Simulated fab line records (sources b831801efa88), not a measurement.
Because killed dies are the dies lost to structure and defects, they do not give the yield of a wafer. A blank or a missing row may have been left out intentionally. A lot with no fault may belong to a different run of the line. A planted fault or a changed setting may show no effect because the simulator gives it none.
Which tool was responsible? | flow gf180mcu | 11 lots, 31 wafers sampled, at 6 steps of a route of 602

## WHAT THE GAUGES READ, wafer by wafer
GF_M1_RS_MEAS_05: measurement is done with a four-point probe. Usual: for M1_ALCU_RS the level is 0.0696 ohm/sq and the standard deviation is 0.00094.
lot  | measured     | on           | M1_ALCU_RS (ohm/sq)  | flag
L996 | day 15 22:08 | filmMetro-03 | 0.0686 0.0693 0.0710 | 
L997 | day 16 07:09 | filmMetro-04 | 0.0684 0.0700 0.0682 | 
L998 | day 16 13:59 | filmMetro-03 | 0.0698 0.0689 0.0686 | 
L999 | day 17 02:03 | filmMetro-02 | 0.0689 0.0690 0.0698 | 
L100 | day 17 07:07 | filmMetro-03 | 0.0684 0.0687        | 
L104 | day 19 05:23 | filmMetro-04 | 0.0690 0.0698 0.0692 | 
L106 | day 20 18:01 | filmMetro-03 | 0.0701 0.0691 0.0695 | 
L108 | day 21 17:19 | filmMetro-02 | 0.0701 0.0691 0.0696 | 
L110 | day 21 19:11 | filmMetro-02 | 0.0702 0.0682 0.0698 | 
L114 | day 22 23:10 | filmMetro-03 | 0.0699 0.0691        | 
L117 | day 23 14:51 | filmMetro-04 | 0.0700 0.0719 0.0719 | 

GF_M2_RS_MEAS_05: measurement is done with a four-point probe. Usual: for M2_ALCU_RS the level is 0.0694 ohm/sq and the standard deviation is 0.00093.
lot  | measured     | on           | M2_ALCU_RS (ohm/sq)                       | flag
L996 | day 17 22:35 | filmMetro-01 | 0.0692 0.0680 0.0690                      | 
L997 | day 18 07:34 | filmMetro-01 | 0.0703 0.0702 0.0690                      | 
L998 | day 18 15:19 | filmMetro-03 | 0.0701 0.0684 0.0692                      | 
L999 | day 19 04:05 | filmMetro-01 | 0.0681 0.0678 0.0692                      | 
L100 | day 19 08:16 | filmMetro-01 | 0.0696 0.0695                             | 
L104 | day 21 10:13 | filmMetro-02 | 0.0804 0.0781 0.0799 0.0802 0.0783 0.0798 | OFF
L106 | day 22 20:17 | filmMetro-02 | 0.0799 0.0822 0.0809 0.0798 0.0822 0.0810 | OFF
L108 | day 23 19:32 | filmMetro-02 | 0.0695 0.0696 0.0696                      | 
L110 | day 23 20:29 | filmMetro-02 | 0.0690 0.0699 0.0698                      | 
L114 | day 24 23:02 | filmMetro-03 | 0.0695 0.0691                             | 
L117 | day 25 13:26 | filmMetro-03 | 0.0702 0.0695 0.0697                      | 

GF_M2_THK_MEAS_06: measures by xrf. Usual: for M2_ALCU_THK the level is 452 nm and the standard deviation is 6.4.
lot  | measured     | on           | M2_ALCU_THK (nm)        | flag
L996 | day 17 22:40 | filmMetro-01 | 453 460 455             | 
L997 | day 18 07:41 | filmMetro-01 | 448 446 455             | 
L998 | day 18 15:25 | filmMetro-03 | 450 458 452             | 
L999 | day 19 04:13 | filmMetro-01 | 461 461 453             | 
L100 | day 19 08:20 | filmMetro-01 | 451 452                 | 
L104 | day 21 13:01 | filmMetro-02 | 403 411 404 401 409 405 | OFF
L106 | day 22 23:15 | filmMetro-02 | 401 392 397 401 390 397 | OFF
L108 | day 23 19:39 | filmMetro-02 | 451 450 450             | 
L110 | day 23 20:37 | filmMetro-02 | 454 451 449             | 
L114 | day 24 23:08 | filmMetro-03 | 450 455                 | 
L117 | day 25 13:34 | filmMetro-03 | 446 449 448             | 

GF_V2_BOW_MEAS_05. Usual: for V2_BOW the level is 99 um and the standard deviation is 8.9.
lot  | measured     | on           | V2_BOW (um) | flag
L996 | day 18 23:49 | filmMetro-03 | 105 103 103 | 
L997 | day 19 08:04 | filmMetro-03 | 110 92 105  | 
L998 | day 19 17:07 | filmMetro-01 | 97 105 89   | 
L999 | day 20 05:31 | filmMetro-01 | 85 71 78    | 
L100 | day 20 09:49 | filmMetro-04 | 112 104     | 
L104 | day 22 10:41 | filmMetro-03 | 92 91 95    | 
L106 | day 23 20:48 | filmMetro-03 | 90 102 86   | 
L108 | day 24 18:04 | filmMetro-01 | 106 105 117 | 
L110 | day 24 19:08 | filmMetro-01 | 97 99 101   | 
L114 | day 25 21:45 | filmMetro-04 | 101 95      | 
L117 | day 26 12:06 | filmMetro-01 | 96 111 91   | 

## WHICH TOOL RAN EACH LOT (tool, then ch and the chambers of the sampled wafers, then the start)
lot  | GF_M1_SPUTTER_04            | GF_M2_SPUTTER_02
L996 | pvdSputter-04, day 15 22:02 | pvdSputter-02, day 17 22:26
L997 | pvdSputter-04, day 16 07:07 | pvdSputter-03, day 18 07:28
L998 | pvdSputter-01, day 16 13:55 | pvdSputter-01, day 18 15:12
L999 | pvdSputter-01, day 17 02:01 | pvdSputter-02, day 19 04:00
L100 | pvdSputter-03, day 17 07:01 | pvdSputter-03, day 19 08:07
L104 | pvdSputter-03, day 19 05:21 | pvdSputter-01, day 21 10:08
L106 | pvdSputter-03, day 20 17:57 | pvdSputter-01, day 22 20:10
L108 | pvdSputter-03, day 21 17:15 | pvdSputter-03, day 23 19:26
L110 | pvdSputter-03, day 21 19:09 | pvdSputter-03, day 23 20:24
L114 | pvdSputter-04, day 22 23:06 | pvdSputter-03, day 24 22:55
L117 | pvdSputter-04, day 23 14:49 | pvdSputter-03, day 25 13:21
- GF_M1_SPUTTER_04: material TiN, target thk 50 nm, time 41.7 s.
- GF_M2_SPUTTER_02: material AlCu, target thk 450 nm, time 23.9 s.

## WHAT THE TOOLS THEMSELVES READ (means of the sampled wafers that have a number; where no wafer has one, the mark that the record gives instead)
GF_M1_SPUTTER_04. Usual: chamberPressurePa 0.4000 Pa, standard deviation 0.0008; throttleValvePct 29.6 %, standard deviation 1.1.
lot  | tool          | chamberPressurePa (Pa) | throttleValvePct (%) | flag
L996 | pvdSputter-04 | 0.3995                 | 29.7                 | 
L997 | pvdSputter-04 | 0.4001                 | 29.7                 | 
L998 | pvdSputter-01 | 0.4001                 | 29.8                 | 
L999 | pvdSputter-01 | 0.3996                 | 28.6                 | 
L100 | pvdSputter-03 | 0.3994                 | 29.8                 | 
L104 | pvdSputter-03 | 0.3996                 | 28.5                 | 
L106 | pvdSputter-03 | 0.3995                 | 29.7                 | 
L108 | pvdSputter-03 | 0.4004                 | 30.1                 | 
L110 | pvdSputter-03 | 0.3994                 | 31.5                 | 
L114 | pvdSputter-04 | 0.4002                 | 30.1                 | 
L117 | pvdSputter-04 | 0.4000                 | 29.8                 | 

GF_M2_SPUTTER_02. Usual: chamberPressurePa 0.4001 Pa, standard deviation 0.00075; throttleValvePct 29.5 %, standard deviation 1.3.
lot  | tool          | chamberPressurePa (Pa) | throttleValvePct (%) | flag
L996 | pvdSputter-02 | 0.4002                 | 29.5                 | 
L997 | pvdSputter-03 | 0.4007                 | 30.0                 | 
L998 | pvdSputter-01 | 0.3999                 | 28.7                 | 
L999 | pvdSputter-02 | 0.4003                 | 30.7                 | 
L100 | pvdSputter-03 | 0.3988                 | 31.1                 | 
L104 | pvdSputter-01 | 0.3998                 | 29.4                 | 
L106 | pvdSputter-01 | 0.4003                 | 29.5                 | 
L108 | pvdSputter-03 | 0.3996                 | 30.7                 | 
L110 | pvdSputter-03 | 0.3999                 | 30.0                 | 
L114 | pvdSputter-03 | 0.3994                 | 29.8                 | 
L117 | pvdSputter-03 | 0.4003                 | 29.4                 | 

## THE ANSWER, worked out from the rows above alone
Rule: lot off if the mean of its wafers having a number is beyond 3 standard deviations from the usual mean. A lot without any number at a reading at which 4 lots or more have one is off too. Where the step has rows for the other lots, those lots are counted as sound. Order of review: gauges by route order, followed by the tools' own readings, for which a lot's mean as printed above is used. At the first step where some lot is off, the reading lying furthest off is the one used; lots without a number count as furthest.
Off: at GF_M2_RS_MEAS_05 (M2_ALCU_RS), L104, L106.
If a tool, at a process step before that reading, ran all the lots that are off and no sound lot after the first of them, it fits. Those tools and the gauges at GF_M2_RS_MEAS_05 are tried in the same way. One fits: GF_M2_SPUTTER_02 on pvdSputter-01. Its last sound lot is L998 (day 18 15:12), its first lot that is off L104 (day 21 10:08): a fault that began between those two fits.

## WHAT HAD BEEN PUT IN BY THE SIMULATOR
Site profile drift: pvdSputter-01, from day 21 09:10 on, at GF_M2_SPUTTER_02. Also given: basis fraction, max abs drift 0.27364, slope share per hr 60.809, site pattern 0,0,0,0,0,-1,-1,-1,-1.
Shown lots that were struck: L104, L106. The same result came from the rule above.
